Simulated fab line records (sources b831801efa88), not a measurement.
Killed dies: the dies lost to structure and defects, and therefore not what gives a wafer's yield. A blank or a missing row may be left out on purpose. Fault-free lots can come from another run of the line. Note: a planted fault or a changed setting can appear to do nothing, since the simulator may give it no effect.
Which tool was responsible? || flow sky130 || 14 lots with 42 wafers sampled at 3 steps, on a route of 708 steps

## WHAT THE GAUGES SHOWED, per wafer
SKY_METAL2_OVL_MEAS_16. Usual: METAL2_OVL gives -1 nm (standard deviation 6.6).
{"lot": "L367", "measured": "day 35 11:13", "on": "overlay-01", "METAL2_OVL (nm)": "-3 -5 2", "flag": ""}
{"lot": "L370", "measured": "day 36 10:31", "on": "overlay-02", "METAL2_OVL (nm)": "-10 -11 -3", "flag": ""}
{"lot": "L371", "measured": "day 36 13:39", "on": "overlay-02", "METAL2_OVL (nm)": "-3 -8 -5", "flag": ""}
{"lot": "L379", "measured": "day 39 04:16", "on": "overlay-01", "METAL2_OVL (nm)": "1 -2 -4", "flag": ""}
{"lot": "L381", "measured": "day 39 23:17", "on": "overlay-02", "METAL2_OVL (nm)": "-6 8 -2", "flag": ""}
{"lot": "L382", "measured": "day 39 23:43", "on": "overlay-02", "METAL2_OVL (nm)": "3 11 6", "flag": ""}
{"lot": "L383", "measured": "day 40 00:06", "on": "overlay-02", "METAL2_OVL (nm)": "13 11 -1", "flag": ""}
{"lot": "L384", "measured": "day 40 09:00", "on": "overlay-01", "METAL2_OVL (nm)": "1 13 -7", "flag": ""}
{"lot": "L386", "measured": "day 41 09:07", "on": "overlay-02", "METAL2_OVL (nm)": "-5 -13 -7", "flag": ""}
{"lot": "L387", "measured": "day 41 08:43", "on": "overlay-02", "METAL2_OVL (nm)": "6 -3 -2", "flag": ""}
{"lot": "L388", "measured": "day 41 20:34", "on": "overlay-02", "METAL2_OVL (nm)": "10 -1 11", "flag": ""}
{"lot": "L390", "measured": "day 42 06:46", "on": "overlay-01", "METAL2_OVL (nm)": "-5 0 8", "flag": ""}

## EACH LOT AND THE TOOL THAT RAN IT (in order: tool; ch and the chambers of the sampled wafers; start)
{"lot": "L367", "SKY_LOCAL_INTERCONNECT_STRIP_15": "plasma_asher-01 ch 1, day 30 17:10", "SKY_METAL1_SPUTTER_00": "pvd_sputter-01, day 32 00:02"}
{"lot": "L370", "SKY_LOCAL_INTERCONNECT_STRIP_15": "plasma_asher-02 ch 0, day 31 17:41", "SKY_METAL1_SPUTTER_00": "pvd_sputter-04, day 32 23:39"}
{"lot": "L371", "SKY_LOCAL_INTERCONNECT_STRIP_15": "plasma_asher-02 ch 0,1, day 31 21:55", "SKY_METAL1_SPUTTER_00": "pvd_sputter-01, day 33 03:10"}
{"lot": "L372", "SKY_LOCAL_INTERCONNECT_STRIP_15": "plasma_asher-02 ch 0,1, day 32 20:48", "SKY_METAL1_SPUTTER_00": "pvd_sputter-04, day 34 02:53"}
{"lot": "L373", "SKY_LOCAL_INTERCONNECT_STRIP_15": "plasma_asher-04 ch 0,1, day 32 23:49", "SKY_METAL1_SPUTTER_00": "pvd_sputter-03, day 34 05:22"}
{"lot": "L379", "SKY_LOCAL_INTERCONNECT_STRIP_15": "plasma_asher-02 ch 0,1, day 34 12:28", "SKY_METAL1_SPUTTER_00": "pvd_sputter-03, day 35 18:17"}
{"lot": "L381", "SKY_LOCAL_INTERCONNECT_STRIP_15": "plasma_asher-04 ch 0,1, day 35 09:17", "SKY_METAL1_SPUTTER_00": "pvd_sputter-03, day 36 14:26"}
{"lot": "L382", "SKY_LOCAL_INTERCONNECT_STRIP_15": "plasma_asher-04 ch 0,1, day 35 09:52", "SKY_METAL1_SPUTTER_00": "pvd_sputter-03, day 36 15:11"}
{"lot": "L383", "SKY_LOCAL_INTERCONNECT_STRIP_15": "plasma_asher-02 ch 0,1, day 35 11:05", "SKY_METAL1_SPUTTER_00": "pvd_sputter-01, day 36 15:38"}
{"lot": "L384", "SKY_LOCAL_INTERCONNECT_STRIP_15": "plasma_asher-02 ch 0,1, day 35 19:16", "SKY_METAL1_SPUTTER_00": "pvd_sputter-04, day 37 00:23"}
{"lot": "L386", "SKY_LOCAL_INTERCONNECT_STRIP_15": "plasma_asher-04 ch 0,1, day 36 20:25", "SKY_METAL1_SPUTTER_00": "pvd_sputter-01, day 38 00:56"}
{"lot": "L387", "SKY_LOCAL_INTERCONNECT_STRIP_15": "plasma_asher-04 ch 0,1, day 36 21:40", "SKY_METAL1_SPUTTER_00": "pvd_sputter-01, day 38 03:10"}
{"lot": "L388", "SKY_LOCAL_INTERCONNECT_STRIP_15": "plasma_asher-02 ch 0, day 37 09:04", "SKY_METAL1_SPUTTER_00": "pvd_sputter-03, day 38 14:18"}
{"lot": "L390", "SKY_LOCAL_INTERCONNECT_STRIP_15": "plasma_asher-02 ch 0,1, day 37 19:36", "SKY_METAL1_SPUTTER_00": "pvd_sputter-04, day 39 00:07"}
- SKY_LOCAL_INTERCONNECT_STRIP_15: strips in O2/N2.
- SKY_METAL1_SPUTTER_00: material Ti, target thk 15 nm, time 10 s.

## AS READ BY THE TOOLS THEMSELVES (means over the sampled wafers that have a number; for cases with no such wafer, the mark the record gives instead)
SKY_LOCAL_INTERCONNECT_STRIP_15. Usual: drypump_motor_current_A 5.3 A, standard deviation 0.38; oes_product_au 0.425 a.u., standard deviation 0.0046; strip_time_to_endpoint_s 4.694 s, standard deviation 0.028.
{"lot": "L367", "tool": "plasma_asher-01", "drypump_motor_current_A (A)": 5.4, "oes_product_au (a.u.)": 0.428, "strip_time_to_endpoint_s (s)": 4.693, "flag": ""}
{"lot": "L370", "tool": "plasma_asher-02", "drypump_motor_current_A (A)": 5.2, "oes_product_au (a.u.)": 0.430, "strip_time_to_endpoint_s (s)": 4.737, "flag": ""}
{"lot": "L371", "tool": "plasma_asher-02", "drypump_motor_current_A (A)": 5.2, "oes_product_au (a.u.)": 0.424, "strip_time_to_endpoint_s (s)": 4.714, "flag": ""}
{"lot": "L372", "tool": "plasma_asher-02", "drypump_motor_current_A (A)": 5.1, "oes_product_au (a.u.)": 0.423, "strip_time_to_endpoint_s (s)": 4.685, "flag": ""}
{"lot": "L373", "tool": "plasma_asher-04", "drypump_motor_current_A (A)": 5.2, "oes_product_au (a.u.)": 0.428, "strip_time_to_endpoint_s (s)": 4.713, "flag": ""}
{"lot": "L379", "tool": "plasma_asher-02", "drypump_motor_current_A (A)": 5.2, "oes_product_au (a.u.)": 0.425, "strip_time_to_endpoint_s (s)": 4.673, "flag": ""}
{"lot": "L381", "tool": "plasma_asher-04", "drypump_motor_current_A (A)": 5.7, "oes_product_au (a.u.)": 0.421, "strip_time_to_endpoint_s (s)": 4.664, "flag": ""}
{"lot": "L382", "tool": "plasma_asher-04", "drypump_motor_current_A (A)": 5.7, "oes_product_au (a.u.)": 0.427, "strip_time_to_endpoint_s (s)": 4.709, "flag": ""}
{"lot": "L383", "tool": "plasma_asher-02", "drypump_motor_current_A (A)": 5.1, "oes_product_au (a.u.)": 0.420, "strip_time_to_endpoint_s (s)": 4.697, "flag": ""}
{"lot": "L384", "tool": "plasma_asher-02", "drypump_motor_current_A (A)": 5.1, "oes_product_au (a.u.)": 0.428, "strip_time_to_endpoint_s (s)": 4.677, "flag": ""}
{"lot": "L386", "tool": "plasma_asher-04", "drypump_motor_current_A (A)": 5.7, "oes_product_au (a.u.)": 0.425, "strip_time_to_endpoint_s (s)": 4.704, "flag": ""}
{"lot": "L387", "tool": "plasma_asher-04", "drypump_motor_current_A (A)": 5.7, "oes_product_au (a.u.)": 0.426, "strip_time_to_endpoint_s (s)": 4.667, "flag": ""}
{"lot": "L388", "tool": "plasma_asher-02", "drypump_motor_current_A (A)": 5.2, "oes_product_au (a.u.)": 0.419, "strip_time_to_endpoint_s (s)": 4.648, "flag": ""}
{"lot": "L390", "tool": "plasma_asher-02", "drypump_motor_current_A (A)": 5.2, "oes_product_au (a.u.)": 0.431, "strip_time_to_endpoint_s (s)": 4.669, "flag": ""}

SKY_METAL1_SPUTTER_00. Usual: cathode_dc_power_W 3000.0 W, standard deviation 0.55; chamber_pressure_pa 0.4001 Pa, standard deviation 0.00073; throttle_valve_pct 29.9 %, standard deviation 1.
{"lot": "L367", "tool": "pvd_sputter-01", "cathode_dc_power_W (W)": 3000.0, "chamber_pressure_pa (Pa)": 0.4002, "throttle_valve_pct (%)": 30.9, "flag": ""}
{"lot": "L370", "tool": "pvd_sputter-04", "cathode_dc_power_W (W)": 3000.0, "chamber_pressure_pa (Pa)": 0.4003, "throttle_valve_pct (%)": 30.5, "flag": ""}
{"lot": "L371", "tool": "pvd_sputter-01", "cathode_dc_power_W (W)": 3000.0, "chamber_pressure_pa (Pa)": 0.3992, "throttle_valve_pct (%)": 29.9, "flag": ""}
{"lot": "L372", "tool": "pvd_sputter-04", "cathode_dc_power_W (W)": "-", "chamber_pressure_pa (Pa)": "-", "throttle_valve_pct (%)": "-", "flag": "OFF"}
{"lot": "L373", "tool": "pvd_sputter-03", "cathode_dc_power_W (W)": "-", "chamber_pressure_pa (Pa)": "-", "throttle_valve_pct (%)": "-", "flag": "OFF"}
{"lot": "L379", "tool": "pvd_sputter-03", "cathode_dc_power_W (W)": 3000.3, "chamber_pressure_pa (Pa)": 0.3992, "throttle_valve_pct (%)": 29.5, "flag": ""}
{"lot": "L381", "tool": "pvd_sputter-03", "cathode_dc_power_W (W)": 2999.8, "chamber_pressure_pa (Pa)": 0.3996, "throttle_valve_pct (%)": 29.3, "flag": ""}
{"lot": "L382", "tool": "pvd_sputter-03", "cathode_dc_power_W (W)": 2999.8, "chamber_pressure_pa (Pa)": 0.3994, "throttle_valve_pct (%)": 29.5, "flag": ""}
{"lot": "L383", "tool": "pvd_sputter-01", "cathode_dc_power_W (W)": 3000.3, "chamber_pressure_pa (Pa)": 0.4001, "throttle_valve_pct (%)": 31.1, "flag": ""}
{"lot": "L384", "tool": "pvd_sputter-04", "cathode_dc_power_W (W)": 2999.9, "chamber_pressure_pa (Pa)": 0.3998, "throttle_valve_pct (%)": 30.4, "flag": ""}
{"lot": "L386", "tool": "pvd_sputter-01", "cathode_dc_power_W (W)": 3000.3, "chamber_pressure_pa (Pa)": 0.4007, "throttle_valve_pct (%)": 29.8, "flag": ""}
{"lot": "L387", "tool": "pvd_sputter-01", "cathode_dc_power_W (W)": 3000.2, "chamber_pressure_pa (Pa)": 0.4006, "throttle_valve_pct (%)": 30.5, "flag": ""}
{"lot": "L388", "tool": "pvd_sputter-03", "cathode_dc_power_W (W)": 3000.0, "chamber_pressure_pa (Pa)": 0.4001, "throttle_valve_pct (%)": 29.4, "flag": ""}
{"lot": "L390", "tool": "pvd_sputter-04", "cathode_dc_power_W (W)": 3000.0, "chamber_pressure_pa (Pa)": 0.4000, "throttle_valve_pct (%)": 30.6, "flag": ""}

## THE ANSWER, worked out from the rows above alone
Rule: a lot is off if the mean of its wafers that have a number lies more than 3 standard deviations from the usual mean. Also off: a lot with no number at a reading for which 4 or more lots have one. All remaining lots with rows at the step are treated as sound. Order of review: gauges by route order, followed by the tools' own readings, for which a lot's mean as printed above is used. At the first step where some lot is off, the reading lying furthest off is the one used; lots without a number count as furthest.
Off at SKY_METAL1_SPUTTER_00 (cathode_dc_power_W): L372, L373. Without a number there: L372, L373.
A tool fits if, at that step or a process step before it, it ran every lot that is off, and no sound lot after the first of them. None of those tried fits.

## WHAT THE SIMULATOR PUT IN
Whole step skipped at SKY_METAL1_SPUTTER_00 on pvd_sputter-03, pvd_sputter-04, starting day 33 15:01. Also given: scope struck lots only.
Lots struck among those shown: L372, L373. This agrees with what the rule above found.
